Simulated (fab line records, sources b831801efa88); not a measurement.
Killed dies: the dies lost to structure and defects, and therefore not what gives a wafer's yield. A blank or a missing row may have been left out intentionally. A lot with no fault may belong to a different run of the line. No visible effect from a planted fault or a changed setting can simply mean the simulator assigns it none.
fab line records	flow sky130
record lots=7	wafers=18	last_day=49
route steps=708 shown LOCAL_INTERCONNECT@396 CONTACT@406 PAD_OPEN@708
lots that met no fault: from a run of the same line without faults
start_h: hours from the record's first day to the start of the lot's first wafer shown	wait_h: hours elapsed since this lot's preceding step	" unchanged from the row above	L1.1+2: several wafers, shown together as one row	- no value, or no start given	* or withheld: withheld	< > ~ a bound
route shown NAME@n: NAME is a module with steps in the file, n the number in the route of the first one	usual: mean/standard deviation taken from wafers without a fault	same: alike in all rows	chamber/n: place in a boat	sites: readings site by site	_std_site: the standard deviation of these	_edge_site: mean of outer sites minus mean of inner sites	radius_mm: how far each site lies from the wafer's centre	mask NAME#n: copy n	behind: the tool/chamber that last shaped the wafer	hold: cause of the lot's hold/its duration in hours/its outcome	device: transistor that didn't switch, given as n, p or np	end of line: tests run on the same wafers once the route is complete	a step with no rows: only its recipe	killed: dies lost to structure and defects at the first sort, not the wafer's yield	map: the dies of a wafer, with x for killed, . for not killed, _ for no die there
set.NAME: the setting that was run; set.NAME@STEP: the one run at that earlier step	model.NAME: the simulator's own value behind a step, which no gauge read
certain route steps with their lots: each step a table, each wafer a row
services: when a tool's chamber went out of use (start_h, in hours from the record's first day, below 0 if earlier), for how many hours, and the reason
## steps
# step SKY_LOCAL_INTERCONNECT_PEB_09
# recipe peb_temp_c=withheld	peb_time_s=withheld	resist=KrF-thick
# step SKY_LOCAL_INTERCONNECT_DEVELOP_10
# recipe develop_time_s=60	resist=KrF-thick	dev_temp_c=21
# step SKY_LOCAL_INTERCONNECT_CD_MEAS_11
# recipe target_cd_nm=170
# usual cd_nm=170.2/1.5
lot.wafer	tool	chamber	start_h	wait_h	cd_nm
L399.2	cd_sem-02	-	698.36	-	171.4
L399.3	"	-	"	"	172.6
L399.4	"	-	"	"	172.4
L401.2	cd_sem-01	-	713.88	-	168.9
L401.5	"	-	"	"	168.3
L402.1	cd_sem-01	-	731.21	-	170.3
L402.3	"	-	"	"	169.2
L403.3	cd_sem-02	-	735.65	-	170.3
L403.5	"	-	"	"	169.7
L414.1	cd_sem-01	-	825.11	-	170.7
L414.3	"	-	"	"	170.6
L414.5	"	-	"	"	169.6
L417.1	cd_sem-01	-	851.84	-	169.4
L417.3	"	-	"	"	173.1
L417.6	"	-	"	"	173.1
L418.1	cd_sem-02	-	854.04	-	170.1
L418.4	"	-	"	"	169.8
L418.5	"	-	"	"	171.2
# step SKY_LOCAL_INTERCONNECT_OVL_MEAS_12
# usual LOCAL_INTERCONNECT_OVL=1/6
lot.wafer	tool	chamber	start_h	wait_h	LOCAL_INTERCONNECT_OVL[nm]
L399.2	overlay-02	-	698.47	0.1	1
L399.3	"	-	"	"	-4
L399.4	"	-	"	"	-2
L401.2	overlay-01	-	713.99	0.1	-2
L401.5	"	-	"	"	9
L402.1	overlay-02	-	731.33	0.1	-2
L402.3	"	-	"	"	-13
L403.3	overlay-02	-	735.74	0.1	3
L403.5	"	-	"	"	1
L414.1	overlay-02	-	825.23	0.1	-3
L414.3	"	-	"	"	0
L414.5	"	-	"	"	-9
L417.1	overlay-02	-	851.96	0.1	7
L417.3	"	-	"	"	12
L417.6	"	-	"	"	13
L418.1	overlay-02	-	854.16	0.1	1
L418.4	"	-	"	"	5
L418.5	"	-	"	"	4
# step SKY_LOCAL_INTERCONNECT_ETCH_13
# recipe chemistry=N2/H2	target=BARC	ion_energy_ev=200	bias_w=100	pressure_mtorr=30	n2_flow_sccm=100	h2_flow_sccm=200	icp_w=500	stop_on=SiO2	time_s=45.9	target_depth_a=600
# usual bias_w=99.99/0.27	chamber_pressure_mTorr=30.001/0.027	drypump_motor_current_A=5.7/0.4	h2_flow_sccm=200.1/0.65	oes_product_au=0.854/0.0051	throttle_valve_pct=13.225/0.0093
lot.wafer	tool	chamber	start_h	wait_h	bias_w	chamber_pressure_mTorr	drypump_motor_current_A	h2_flow_sccm	oes_product_au	rf_hours_counter_h	throttle_valve_pct
L399.2	rie_metal-04	0	698.50	0.0	99.80	29.986	6.1	199.3	0.856	1	13.231
L399.3	"	0	"	"	100.32	29.978	6.1	199.8	0.854	-	13.223
L399.4	"	1	"	"	99.78	29.953	5.2	200.5	0.854	-	13.243
L401.2	rie_metal-01	0	714.04	0.0	100.20	29.995	5.7	200.8	0.847	-	13.225
L401.5	"	0	"	"	99.97	30.012	5.6	200.3	0.857	-	13.222
L402.1	rie_metal-01	0	731.37	0.0	99.95	30.052	5.7	199.6	0.850	15	13.221
L402.3	"	1	"	"	100.40	29.991	5.5	200.2	0.845	-	13.219
L403.3	rie_metal-04	1	735.79	0.0	99.54	30.011	5.2	199.1	0.853	-	13.216
L403.5	"	1	"	"	99.83	30.020	5.2	199.6	0.857	-	13.222
L414.1	rie_metal-01	1	825.27	0.0	99.82	29.992	5.5	200.1	0.859	6	13.215
L414.3	"	0	"	"	100.16	30.008	5.7	199.7	0.850	-	13.223
L414.5	"	1	"	"	99.90	29.996	5.5	200.0	0.863	-	13.216
L417.1	rie_metal-03	0	852.00	0.0	100.25	30.051	6.3	200.9	0.856	14	13.213
L417.3	"	0	"	"	99.97	29.980	6.2	200.5	0.855	-	13.216
L417.6	"	0	"	"	100.06	29.973	6.2	200.7	0.850	-	13.204
L418.1	rie_metal-03	0	854.20	0.0	99.92	29.969	6.2	200.8	0.851	14	13.238
L418.4	"	0	"	"	99.65	30.015	6.2	202.2	0.853	-	13.225
L418.5	"	0	"	"	99.52	30.028	6.2	201.2	0.850	-	13.228
# step SKY_LOCAL_INTERCONNECT_METAL_ETCH_14
# recipe target_depth_nm=110	stop_on=PSG	chemistry=Cl2/BCl3	target=TiN	resist_sidewall_deg=88	pressure_mtorr=10	icp_w=900	bias_w=48.5	Cl2_flow_sccm=60	bcl3_flow_sccm=30	time_s=31.4
# usual bias_w=48.51/0.13	chamber_pressure_mTorr=9.999/0.0086	drypump_motor_current_A=5.6/0.4	mfc_cl2_sccm=60.02/0.17	oes_product_au=0.940/0.0067	throttle_valve_pct=21.902/0.0092
lot.wafer	tool	chamber	start_h	wait_h	bias_w	chamber_pressure_mTorr	drypump_motor_current_A	mfc_cl2_sccm	oes_product_au	rf_hours_counter_h	throttle_valve_pct
L399.2	rie_metal-04	0	698.56	0.0	48.62	10.000	6.2	59.89	0.943	1	21.910
L399.3	"	0	"	"	48.58	10.005	6.0	59.65	0.928	-	21.921
L399.4	"	1	"	"	48.50	9.986	5.2	59.94	0.939	-	21.906
L401.2	rie_metal-01	0	714.16	0.1	48.54	10.000	5.7	60.08	0.941	-	21.898
L401.5	"	0	"	"	48.57	9.993	5.6	60.13	0.937	-	21.904
L402.1	rie_metal-01	0	731.43	0.0	48.48	9.987	5.6	60.18	0.935	15	21.922
L402.3	"	1	"	"	48.48	9.982	5.4	60.01	0.940	-	21.899
L403.3	rie_metal-04	1	735.85	0.0	48.26	10.004	5.2	59.95	0.940	-	21.899
L403.5	"	1	"	"	48.57	9.988	5.2	59.97	0.941	-	21.905
L414.1	rie_metal-01	1	825.33	0.0	48.52	9.996	5.4	60.24	0.956	6	21.895
L414.3	"	0	"	"	48.57	10.006	5.7	60.01	0.949	-	21.884
L414.5	"	1	"	"	48.74	10.003	5.4	60.11	0.955	-	21.883
L417.1	rie_metal-03	0	852.12	0.1	48.43	10.001	6.2	59.74	0.935	14	21.894
L417.3	"	0	"	"	48.45	9.999	6.2	59.65	0.940	-	21.886
L417.6	"	0	"	"	48.41	9.997	6.2	59.90	0.939	-	21.913
L418.1	rie_metal-03	0	854.32	0.1	48.47	10.004	6.2	59.98	0.941	14	21.898
L418.4	"	0	"	"	48.28	10.012	6.2	60.23	0.949	-	21.901
L418.5	"	0	"	"	48.39	9.986	6.2	60.03	0.941	-	21.892
# step SKY_LOCAL_INTERCONNECT_STRIP_15
# recipe chemistry=O2/N2	power_w=1400	pressure_mtorr=1500	platen_temp_c=withheld	o2_flow_sccm=3000	n2_flow_sccm=300	overash_fraction=0.5
# usual chamber_pressure_mTorr=1500.0/1.5	drypump_motor_current_A=6.0/0.58	oes_product_au=0.427/0.0046	strip_time_to_endpoint_s=4.721/0.02
lot.wafer	tool	chamber	start_h	wait_h	chamber_pressure_mTorr	drypump_motor_current_A	oes_product_au	rf_hours_counter_h	strip_time_to_endpoint_s
L399.2	plasma_asher-02	0	698.61	0.0	1498.0	5.9	0.419	89	4.700
L399.3	"	0	"	"	1498.5	5.9	0.426	-	4.741
L399.4	"	1	"	"	1500.7	6.2	0.423	-	4.715
L401.2	plasma_asher-01	1	714.25	0.1	1499.8	4.9	0.421	57	4.710
L401.5	"	1	"	"	1501.0	5.0	0.425	-	4.716
L402.1	plasma_asher-01	0	731.48	0.0	1499.7	6.5	0.424	58	4.732
L402.3	"	0	"	"	1501.0	6.5	0.430	-	4.717
L403.3	plasma_asher-02	0	735.91	0.1	1498.2	5.9	0.428	-	4.738
L403.5	"	1	"	"	1498.6	6.2	0.427	-	4.724
L414.1	plasma_asher-02	1	825.38	0.0	1499.7	6.2	0.429	101	4.724
L414.3	"	0	"	"	1500.2	5.9	0.425	-	4.729
L414.5	"	1	"	"	1504.3	6.2	0.423	-	4.765
L417.1	plasma_asher-02	1	852.22	0.1	1500.1	6.2	0.428	104	4.740
L417.3	"	0	"	"	1499.9	5.9	0.423	-	4.706
L417.6	"	0	"	"	1500.3	5.9	0.426	-	4.730
L418.1	plasma_asher-03	0	854.42	0.1	1500.2	6.0	0.433	43	4.737
L418.4	"	1	"	"	1499.1	6.6	0.425	-	4.735
L418.5	"	1	"	"	1502.1	6.6	0.430	-	4.732
# step SKY_LOCAL_INTERCONNECT_STRIP_16
# recipe chemistry=post_etch_residue_remover	time_s=1200	temp_c=72.5
# step SKY_LOCAL_INTERCONNECT_CLEAN_17
# recipe chemistry=IPA	time_s=180	temp_c=25
# step SKY_LOCAL_INTERCONNECT_CLEAN_18
# recipe chemistry=O3/DIW	dry=n2_spin
# step SKY_CONTACT_CVD_00
# recipe material=Si3N4	target_thk_nm=75	temp_c=400	time_s=withheld	rf_w=450
# usual heater_power_outer_w=433/45	heater_power_w=716/63
lot.wafer	tool	chamber	start_h	wait_h	heater_power_outer_w	heater_power_w
L399.2	pecvd-02	1	699.20	0.0	342	613
L399.3	"	2	"	"	403	675
L399.4	"	1	"	"	350	599
L401.2	pecvd-03	1	714.88	0.0	413	642
L401.5	"	2	"	"	475	801
L402.1	pecvd-03	1	732.07	0.0	419	644
L402.3	"	2	"	"	476	834
L403.3	pecvd-01	2	736.47	0.0	481	732
L403.5	"	2	"	"	477	751
L414.1	pecvd-02	1	825.97	0.0	333	595
L414.3	"	2	"	"	386	691
L414.5	"	2	"	"	380	690
L417.1	pecvd-02	0	853.25	0.0	484	787
L417.3	"	2	"	"	379	646
L417.6	"	2	"	"	370	657
L418.1	pecvd-03	0	855.45	0.0	414	679
L418.4	"	0	"	"	425	700
L418.5	"	1	"	"	387	614
# step SKY_CONTACT_THK_MEAS_01
# recipe reads=Si3N4_of_CONTACT_CVD_00
# usual CONTACT_CVD_00_THK=74.9/0.82
lot.wafer	tool	chamber	start_h	wait_h	CONTACT_CVD_00_THK[nm]
L399.2	film_metro-03	-	699.25	-	74.4
L399.3	"	-	"	"	74.7
L399.4	"	-	"	"	75.4
L401.2	film_metro-03	-	714.92	-	73.5
L401.5	"	-	"	"	75.3
L402.1	film_metro-01	-	732.11	-	75.5
L402.3	"	-	"	"	75.3
L403.3	film_metro-03	-	736.53	-	75.6
L403.5	"	-	"	"	76.2
L414.1	film_metro-02	-	826.01	-	74.4
L414.3	"	-	"	"	74.2
L414.5	"	-	"	"	74.8
L417.1	film_metro-01	-	853.28	-	74.0
L417.3	"	-	"	"	73.4
L417.6	"	-	"	"	74.4
L418.1	film_metro-03	-	855.48	-	75.9
L418.4	"	-	"	"	76.6
L418.5	"	-	"	"	76.0
# step SKY_CONTACT_HDPCVD_02
# recipe material=SiO2	target_thk_nm=565	sigma_open_frac=0.3	time_s=94.2	temp_c=600	sih4_flow_sccm=60	pressure_mtorr=6
# usual run_length_s=122.1/0.5
lot.wafer	tool	chamber	start_h	wait_h	run_length_s	model.SiO2_of_CONTACT_HDPCVD_02.thk_nm
L399.2	hdpcvd-02	0	699.30	0.0	121.9	558.8
L399.3	"	1	"	"	121.2	564
L399.4	"	2	"	"	122.5	569.1
L401.2	hdpcvd-02	0	714.97	0.0	121.8	555.8
L401.5	"	1	"	"	96.7	410.5
L402.1	hdpcvd-02	1	732.17	0.1	96.3	420.7
L402.3	"	0	"	"	122.3	566.9
L403.3	hdpcvd-02	1	736.57	0.0	121.5	566.2
L403.5	"	0	"	"	96.9	410.6
L414.1	hdpcvd-02	1	826.07	0.1	121.3	565.9
L414.3	"	2	"	"	123.1	555.9
L414.5	"	1	"	"	121.3	565.5
L417.1	hdpcvd-01	1	853.34	0.1	122.1	551.3
L417.3	"	0	"	"	121.6	552.7
L417.6	"	2	"	"	122.1	553.6
L418.1	hdpcvd-01	1	855.54	0.1	122.1	549.7
L418.4	"	2	"	"	121.8	549.9
L418.5	"	0	"	"	122.0	552.5
# step SKY_CONTACT_THK_MEAS_03
# recipe reads=SiO2_of_CONTACT_HDPCVD_02
# usual CONTACT_HDPCVD_THK=562/4.9
lot.wafer	tool	chamber	start_h	wait_h	hold	CONTACT_HDPCVD_THK[nm]
L399.2	film_metro-02	-	699.37	0.0	-	559
L399.3	"	-	"	"	-	564
L399.4	"	-	"	"	-	569
L401.2	film_metro-01	-	715.05	0.0	await_dispo/0.2h/release	555
L401.5	"	-	"	"	await_dispo/0.2h/release	411
L401.2	film_metro-01	-	715.30	0.2	-	556
L401.5	"	-	"	"	-	410
L402.1	film_metro-03	-	732.23	0.0	await_dispo/0.2h/release	421
L402.3	"	-	"	"	await_dispo/0.2h/release	567
L402.1	film_metro-03	-	732.46	0.2	-	421
L402.3	"	-	"	"	-	567
L403.3	film_metro-02	-	736.65	0.1	await_dispo/0.2h/release	566
L403.5	"	-	"	"	await_dispo/0.2h/release	411
L403.3	film_metro-02	-	736.88	0.2	-	566
L403.5	"	-	"	"	-	411
L414.1	film_metro-01	-	826.14	0.0	-	566
L414.3	"	-	"	"	-	555
L414.5	"	-	"	"	-	565
L417.1	film_metro-03	-	853.41	0.0	-	551
L417.3	"	-	"	"	-	553
L417.6	"	-	"	"	-	554
L418.1	film_metro-01	-	855.61	0.0	-	549
L418.4	"	-	"	"	-	550
L418.5	"	-	"	"	-	553
# step SKY_CONTACT_CMP_04
# recipe material=SiO2	down_force_psi=4	platen_rpm=60	pad_velocity_m_s=0.94248
# usual head_pressure_psi=3.999/0.0083	motor_current_A=11.7/1.5	time_to_endpoint_s=82/4
lot.wafer	tool	chamber	start_h	wait_h	hold	head_pressure_psi	motor_current_A	time_to_endpoint_s
L399.3	cmp-01	0	699.42	0.0	-	4.003	9.4	87
L399.2	"	2	"	"	-	3.995	10.4	77
L399.4	"	3	"	"	-	4.005	10.8	85
L401.2	cmp-01	2	726.04	10.7	await_dispo/10.1h/release	4.004	10.5	76
L401.5	"	0	"	"	await_dispo/10.1h/release	4.003	9.1	24
L402.1	cmp-02	0	734.15	1.7	await_dispo/1.6h/release	4.000	14.6	31
L402.3	"	2	"	"	await_dispo/1.6h/release	4.001	11.9	85
L403.3	cmp-01	3	738.71	1.8	await_dispo/1.7h/release	3.997	11.6	85
L403.5	"	2	"	"	await_dispo/1.7h/release	3.987	11.3	28
L414.1	cmp-01	0	826.20	0.1	-	4.002	9.5	86
L414.3	"	2	"	"	-	4.014	11.3	76
L414.5	"	1	"	"	-	3.996	12.4	87
L417.1	cmp-01	3	853.47	0.1	-	4.017	11.0	80
L417.3	"	1	"	"	-	3.993	12.9	79
L417.6	"	3	"	"	-	4.003	11.4	80
L418.1	cmp-02	3	855.67	0.1	-	4.003	12.3	77
L418.4	"	1	"	"	-	3.996	11.2	78
L418.5	"	0	"	"	-	4.013	14.9	77
# step SKY_CONTACT_BOW_MEAS_05
# recipe mode=bow
# usual CONTACT_BOW=81/7
lot.wafer	tool	chamber	start_h	wait_h	CONTACT_BOW[um]
L399.2	film_metro-01	-	699.74	0.2	76
L399.3	"	-	"	"	83
L399.4	"	-	"	"	81
L401.2	film_metro-01	-	726.26	0.2	78
L401.5	"	-	"	"	80
L402.1	film_metro-01	-	734.41	0.2	85
L402.3	"	-	"	"	81
L403.3	film_metro-01	-	739.00	0.2	77
L403.5	"	-	"	"	82
L414.1	film_metro-01	-	826.50	0.2	80
L414.3	"	-	"	"	93
L414.5	"	-	"	"	91
L417.1	film_metro-03	-	853.77	0.2	73
L417.3	"	-	"	"	69
L417.6	"	-	"	"	80
L418.1	film_metro-01	-	855.97	0.2	85
L418.4	"	-	"	"	89
L418.5	"	-	"	"	82
# step SKY_PAD_OPEN_PROBE_99
# usual killed_at_M0_to_M3=45/7.3	killed_at_M4_up=3.1/1.7	killed_at_contacts=25/5.1	killed_at_front_end=15/4.5	killed_at_other=0.3/0.56	killed_dies=88/9.4	killed_on_rim=17/4.3	killed_open=47/6.6	killed_short=40/6.9
# same gross_dies=492	killed_at_back_side=0
lot.wafer	tool	chamber	start_h	wait_h	killed_at_M0_to_M3	killed_at_M4_up	killed_at_contacts	killed_at_front_end	killed_at_other	killed_dies	killed_on_rim	killed_open	killed_short	model.etest.met1_comb.leak_log10_a_um
L399.2	prober-02	-	1068.66	0.1	59	4	31	9	0	103	22	63	40	-12.2
L399.3	prober-02	-	1068.71	0.2	38	5	18	10	0	71	11	38	32	-11.94
L399.4	prober-02	-	1068.76	0.2	37	4	19	13	2	75	14	38	35	-11.95
L401.2	prober-02	-	1080.30	0.1	44	4	25	11	0	84	14	38	44	-12.02
L401.5	prober-02	-	1080.45	0.2	42	2	27	19	0	90	8	38	51	-12.02
L402.1	prober-01	-	1092.21	0.1	46	2	27	17	0	92	15	54	36	-11.98
L402.3	prober-01	-	1092.31	0.2	44	5	22	26	0	97	18	41	55	-11.92
L403.3	prober-02	-	1095.12	0.2	36	1	21	19	0	77	13	39	38	-11.95
L403.5	prober-02	-	1095.22	0.2	49	3	26	10	0	88	21	43	45	-11.93
L414.1	prober-02	-	1163.61	0.1	46	2	16	15	0	79	16	36	43	-12
L414.3	prober-02	-	1163.71	0.2	37	4	33	17	0	91	14	48	43	-12
L414.5	prober-02	-	1163.81	0.2	31	4	29	14	0	78	10	42	36	-12.11
L417.1	prober-01	-	1179.92	0.1	46	6	18	16	1	87	17	41	45	-11.91
L417.3	prober-01	-	1180.02	0.2	52	2	28	16	1	99	26	57	42	-12.11
L417.6	prober-01	-	1180.17	0.2	47	1	25	18	1	92	16	49	43	-11.97
L418.1	prober-02	-	1181.17	0.1	40	5	25	18	0	88	25	49	39	-12.06
L418.4	prober-02	-	1181.32	0.2	41	4	20	8	1	74	22	44	30	-11.93
L418.5	prober-02	-	1181.37	0.2	53	1	25	9	0	88	15	44	43	-11.9
# killed by level:class
L399.2 CONTACT:geometric_particle:open=13 VIA2:geometric_particle:open=13 VIA1:geometric_particle:open=12 LI_CONTACT:geometric_particle:open=8 VIA3:geometric_particle:open=8 METAL1:geometric_particle:short=6 VIA3:geometric_particle:short=5 METAL2:geometric_particle:short=5
L399.3 LI_CONTACT:geometric_particle:open=7 VIA1:geometric_particle:open=7 VIA2:geometric_particle:open=6 CONTACT:geometric_particle:open=5 VIA1:geometric_particle:short=4 METAL1:geometric_particle:short=4 VIA2:geometric_particle:short=4 VIA3:geometric_particle:open=4
L399.4 VIA1:geometric_particle:open=9 VIA2:geometric_particle:open=8 CONTACT:geometric_particle:open=6 LI_CONTACT:geometric_particle:short=5 POLY_GATE:geometric_particle:open=4 METAL2:geometric_particle:short=4 FIELD_ISO:geometric_particle:short=3 POLY_GATE:geometric_particle:short=3
L401.2 CONTACT:geometric_particle:open=10 VIA1:geometric_particle:open=10 METAL1:geometric_particle:short=7 POLY_GATE:geometric_particle:short=6 CONTACT:geometric_particle:short=5 LI_CONTACT:geometric_particle:open=4 VIA1:geometric_particle:short=4 METAL2:geometric_particle:short=4
L401.5 CONTACT:geometric_particle:open=11 VIA1:geometric_particle:short=9 VIA1:geometric_particle:open=9 VIA2:geometric_particle:open=7 CONTACT:geometric_particle:short=6 FIELD_ISO:geometric_particle:short=5 POLY_GATE:geometric_particle:short=5 LI_CONTACT:geometric_particle:short=5
L402.1 CONTACT:geometric_particle:open=15 VIA1:geometric_particle:open=12 LI_CONTACT:geometric_particle:open=8 METAL2:geometric_particle:short=7 METAL3:geometric_particle:short=6 POLY_GATE:geometric_particle:short=5 POLY_GATE:geometric_particle:open=5 METAL1:geometric_particle:short=5
L402.3 POLY_GATE:geometric_particle:short=7 VIA1:geometric_particle:open=7 METAL1:geometric_particle:short=6 LOCAL_INTERCONNECT:geometric_particle:short=6 CONTACT:geometric_particle:short=6 VIA2:geometric_particle:open=6 FIELD_ISO:geometric_particle:open=5 POLY_GATE:geometric_particle:open=5
L403.3 VIA3:geometric_particle:open=9 CONTACT:geometric_particle:open=8 FIELD_ISO:geometric_particle:short=7 METAL2:geometric_particle:short=6 LI_CONTACT:geometric_particle:open=5 CONTACT:geometric_particle:short=5 POLY_GATE:geometric_particle:short=4 METAL1:geometric_particle:short=4
L403.5 CONTACT:geometric_particle:open=11 VIA1:geometric_particle:open=11 METAL2:geometric_particle:short=9 CONTACT:geometric_particle:short=7 VIA3:geometric_particle:open=7 VIA1:geometric_particle:short=6 VIA3:geometric_particle:short=6 FIELD_ISO:geometric_particle:short=4
L414.1 VIA1:geometric_particle:open=12 POLY_GATE:geometric_particle:short=9 METAL2:geometric_particle:short=8 VIA2:geometric_particle:open=6 LI_CONTACT:geometric_particle:open=4 CONTACT:geometric_particle:open=4 VIA1:geometric_particle:short=4 VIA3:geometric_particle:short=4
L414.3 LI_CONTACT:geometric_particle:open=10 CONTACT:geometric_particle:open=9 VIA1:geometric_particle:open=8 FIELD_ISO:geometric_particle:short=6 CONTACT:geometric_particle:short=6 LOCAL_INTERCONNECT:geometric_particle:short=5 VIA2:geometric_particle:open=5 POLY_GATE:geometric_particle:open=4
L414.5 CONTACT:geometric_particle:open=9 LI_CONTACT:geometric_particle:open=8 VIA1:geometric_particle:open=6 LOCAL_INTERCONNECT:geometric_particle:short=5 METAL1:geometric_particle:short=5 CONTACT:geometric_particle:short=4 FIELD_ISO:geometric_particle:short=3 POLY_GATE:geometric_particle:open=3
L417.1 VIA3:geometric_particle:open=9 CONTACT:geometric_particle:open=8 VIA2:geometric_particle:open=6 METAL2:geometric_particle:short=6 METAL4:geometric_particle:short=6 POLY_GATE:geometric_particle:open=5 METAL1:geometric_particle:short=5 VIA1:geometric_particle:short=5
L417.3 VIA3:geometric_particle:open=16 CONTACT:geometric_particle:open=10 LI_CONTACT:geometric_particle:open=9 METAL2:geometric_particle:short=9 METAL1:geometric_particle:short=7 VIA1:geometric_particle:open=7 FIELD_ISO:geometric_particle:open=5 VIA2:geometric_particle:open=4
L417.6 CONTACT:geometric_particle:open=12 VIA2:geometric_particle:open=10 FIELD_ISO:geometric_particle:short=8 LI_CONTACT:geometric_particle:open=7 METAL2:geometric_particle:short=7 VIA1:geometric_particle:short=6 VIA1:geometric_particle:open=6 VIA3:geometric_particle:open=6
L418.1 VIA1:geometric_particle:open=11 LI_CONTACT:geometric_particle:open=9 CONTACT:geometric_particle:open=9 VIA3:geometric_particle:open=8 FIELD_ISO:geometric_particle:short=6 FIELD_ISO:geometric_particle:open=5 METAL1:geometric_particle:short=5 METAL4:geometric_particle:short=5
L418.4 VIA1:geometric_particle:open=13 VIA2:geometric_particle:open=7 LI_CONTACT:geometric_particle:open=6 METAL1:geometric_particle:short=6 CONTACT:geometric_particle:short=5 CONTACT:geometric_particle:open=5 FIELD_ISO:geometric_particle:open=4 METAL2:geometric_particle:short=3
L418.5 VIA1:geometric_particle:open=13 METAL2:geometric_particle:short=9 VIA3:geometric_particle:open=9 CONTACT:geometric_particle:open=8 CONTACT:geometric_particle:short=5 METAL3:geometric_particle:short=5 METAL1:geometric_particle:short=5 POLY_GATE:geometric_particle:open=4
## services
tool	chamber	start_h	hours	kind
pecvd-02	-	686.44	0.7	repair
pecvd-03	-	699.95	6.0	pm
hdpcvd-02	1	706.70	4.2	repair
rie_metal-01	1	707.16	12.7	repair
pecvd-02	-	707.49	14.6	pm
hdpcvd-02	-	709.02	1.8	repair
rie_metal-04	-	719.40	0.3	repair
hdpcvd-01	-	723.87	11.4	repair
rie_metal-03	-	735.52	0.3	repair
cmp-02	-	735.89	0.9	repair
cmp-01	-	742.12	5.6	pm
pecvd-03	-	749.75	1.6	repair
cmp-02	-	754.13	4.0	pm
hdpcvd-01	-	755.20	2.8	pm
hdpcvd-01	-	760.67	5.5	pm
hdpcvd-02	0	771.46	17.5	repair
rie_metal-01	0	780.36	27.9	repair
pecvd-03	-	784.85	2.8	pm
pecvd-03	-	794.51	4.0	repair
cmp-01	-	795.19	0.7	repair
cmp-01	-	795.73	1.3	repair
plasma_asher-02	-	823.26	0.6	repair
rie_metal-04	1	828.19	28.1	repair
pecvd-03	0	837.00	6.0	repair
## key
first_sign step=SKY_CONTACT_HDPCVD_02	reading=run_length_s	direction=down	sigmas=51	usual=*	struck=*
effect step=SKY_CONTACT_THK_MEAS_03	reading=visit	direction=added
effect step=SKY_CONTACT_THK_MEAS_03	reading=CONTACT_HDPCVD_THK	direction=down	sigmas=30	usual=562	struck=414
effect step=SKY_CONTACT_CMP_04	reading=time_to_endpoint_s	direction=down	sigmas=14	usual=*	struck=*
model_effect step=SKY_CONTACT_HDPCVD_02	value=SiO2_of_CONTACT_HDPCVD_02.thk_nm	without=563.4	struck=413.9
model_effect step=SKY_PAD_OPEN_PROBE_99	value=etest.met1_comb.leak_log10_a_um	without=-12.13	struck=-11.98
met_at SKY_CONTACT_HDPCVD_02
struck_wafers L401.5,L402.1,L403.5
tester_left_out L401,L402,L403
onset_between 699.30 714.97
fault kind=process_parameter_drift	tool=hdpcvd-02	chamber=-	onset_h=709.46	steps=SKY_CONTACT_HDPCVD_02	channel=time_s	offset=*	shape=step	end_h=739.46	scope=struck_wafers_only	acts_in=*	stated=*
# tester_left_out: of these lots the tester's yield and bins aren't shown, on N5 and GAA mostly nor the transistor test; their killed dies are dies lost to structure and defects alone, not to doping, threshold or leakage, so they don't give the yield
